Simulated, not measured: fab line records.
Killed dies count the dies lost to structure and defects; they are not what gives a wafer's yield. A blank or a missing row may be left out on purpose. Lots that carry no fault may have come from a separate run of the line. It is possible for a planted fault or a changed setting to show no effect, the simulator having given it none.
Which tool was responsible?    flow sky130    13 lots, 39 wafers sampled, at 4 steps of a route of 708

== WHAT THE GAUGES READ, wafer by wafer ==
SKY_VIA2_OVL_MEAS_13.
lot   measured      on          VIA2_OVL (nm)
L819  day 36 12:22  overlay-01  9 4 6
L820  day 36 20:49  overlay-02  -1 -2 2
L821  day 37 04:04  overlay-01  4 3 -2
L822  day 37 17:02  overlay-02  2 5 13
L824  day 38 01:07  overlay-01  -2 6 -5
L828  day 39 02:08  overlay-02  3 8 5
L830  day 39 21:40  overlay-01  4 -5 -6
L838  day 42 05:50  overlay-02  8 3 6
L837  day 42 06:11  overlay-01  4 8 3
L839  day 42 08:01  overlay-02  -2 0 4
L840  day 42 08:14  overlay-02  4 0 0
L841  day 42 17:31  overlay-01  8 8 2
L842  day 43 01:47  overlay-01  0 -5 4

SKY_VIA2_THK_MEAS_23: measures by xrf.
lot   measured      on             VIA2_W_THK (nm)
L819  day 36 13:25  film-metro-04  423 426 431
L820  day 36 21:52  film-metro-02  427 426 420
L821  day 37 05:07  film-metro-03  420 423 418
L822  day 37 18:05  film-metro-03  419 427 423
L824  day 38 02:19  film-metro-02  421 424 420
L828  day 39 03:11  film-metro-04  413 417 419
L830  day 39 22:43  film-metro-02  428 424 427
L838  day 42 06:52  film-metro-02  413 414 419
L837  day 42 07:14  film-metro-04  425 424 421
L839  day 42 09:07  film-metro-03  411 411 415
L840  day 42 09:16  film-metro-02  424 414 416
L841  day 42 18:45  film-metro-02  416 420 414
L842  day 43 02:50  film-metro-03  405 412 413

SKY_CAPM_THK_MEAS_01.
lot   measured      on             CAPM_CVD_00_THK (nm)
L819  day 36 13:58  film-metro-01  15.37 15.45 15.52
L820  day 36 22:25  film-metro-02  15.12 15.68 15.36
L821  day 37 05:39  film-metro-02  15.22 15.32 15.50
L822  day 37 18:37  film-metro-04  15.03 15.11 15.27
L824  day 38 02:58  film-metro-04  15.14 15.37 15.25
L828  day 39 03:47  film-metro-01  15.04 15.31 15.17
L830  day 39 23:16  film-metro-04  15.37 15.46 15.92
L838  day 42 07:25  film-metro-02  15.25 15.32 15.80
L837  day 42 07:46  film-metro-02  15.59 15.91 16.10
L839  day 42 09:49  film-metro-01  15.57 15.66 15.70
L840  day 42 09:55  film-metro-01  15.55 15.07 15.25
L841  day 42 19:17  film-metro-02  15.45 15.68 16.01
L842  day 43 03:23  film-metro-01  15.25 15.45 15.24

== WHAT TOOL EACH LOT RAN ON (gives the tool, then ch and the chambers of the sampled wafers, and finally the start) ==
lot   SKY_VIA2_SOFTBAKE_08
L819  litho-track-04 ch 0, day 35 23:00
L820  litho-track-04 ch 0, day 36 08:00
L821  litho-track-03 ch 0, day 36 14:00
L822  litho-track-04 ch 0, day 37 03:00
L824  litho-track-04 ch 0, day 37 12:00
L828  litho-track-04 ch 0, day 38 13:00
L830  litho-track-04 ch 0, day 39 08:00
L838  litho-track-03 ch 0, day 41 17:00
L837  litho-track-04 ch 0, day 41 17:00
L839  litho-track-03 ch 0, day 41 19:00
L840  litho-track-04 ch 0, day 41 19:00
L841  litho-track-04 ch 0, day 42 06:00
L842  litho-track-04 ch 0, day 42 14:00
- SKY_VIA2_SOFTBAKE_08: time 90 s.

== AS READ BY THE TOOLS THEMSELVES (means over the sampled wafers that have a number; for cases with no such wafer, the mark the record gives instead) ==
SKY_VIA2_SOFTBAKE_08.
lot   tool            exhaust-pa (Pa)  heater-power-total-W (W)  plate-temp-C (C)  run-length-s (s)
L819  litho-track-04  44.4             57.34                     100.11            119.02
L820  litho-track-04  45.4             57.27                     100.06            119.02
L821  litho-track-03  44.7             57.27                     99.80             119.13
L822  litho-track-04  46.6             57.27                     100.01            119.07
L824  litho-track-04  44.5             57.32                     99.99             119.13
L828  litho-track-04  44.7             57.82                     99.97             117.00
L830  litho-track-04  45.6             57.47                     100.11            118.05
L838  litho-track-03  44.5             57.41                     100.10            119.27
L837  litho-track-04  45.3             57.48                     100.07            119.00
L839  litho-track-03  44.9             57.38                     99.94             119.19
L840  litho-track-04  44.6             57.42                     99.87             119.13
L841  litho-track-04  45.0             57.41                     100.18            119.11
L842  litho-track-04  44.7             57.41                     100.13            119.09

== THE ANSWER, worked out from the rows above alone ==
Rule: what is usual is taken from the lots themselves. The widest of any qualifying gaps counts: lots, ordered by their means at a reading, are off when they make up no more than a third of the lots, leave a main group of 4 or more, and stand apart from it by 3 or more times the standard deviation of that group's means. A main group is skipped when, at the precision printed for the reading in the tables above, its means are all equal. A lot without any number at a reading at which 4 lots or more have one is off too. All remaining lots with rows at the step are treated as sound. First the gauges in route order, then the tools' own readings, where a lot's mean is used as printed above. At the first step where some lot is off, the reading lying furthest off is the one used; lots without a number count as furthest.
Off: L828, L830 (SKY_VIA2_SOFTBAKE_08, run-length-s). For the main group the mean is 119.11 s and the standard deviation 0.076.
A tool fits if, at that step or a process step before it, it ran every lot that is off, and no sound lot after the first of them. Of those tried, none fits.

== WHAT THE SIMULATOR HAD INSERTED ==
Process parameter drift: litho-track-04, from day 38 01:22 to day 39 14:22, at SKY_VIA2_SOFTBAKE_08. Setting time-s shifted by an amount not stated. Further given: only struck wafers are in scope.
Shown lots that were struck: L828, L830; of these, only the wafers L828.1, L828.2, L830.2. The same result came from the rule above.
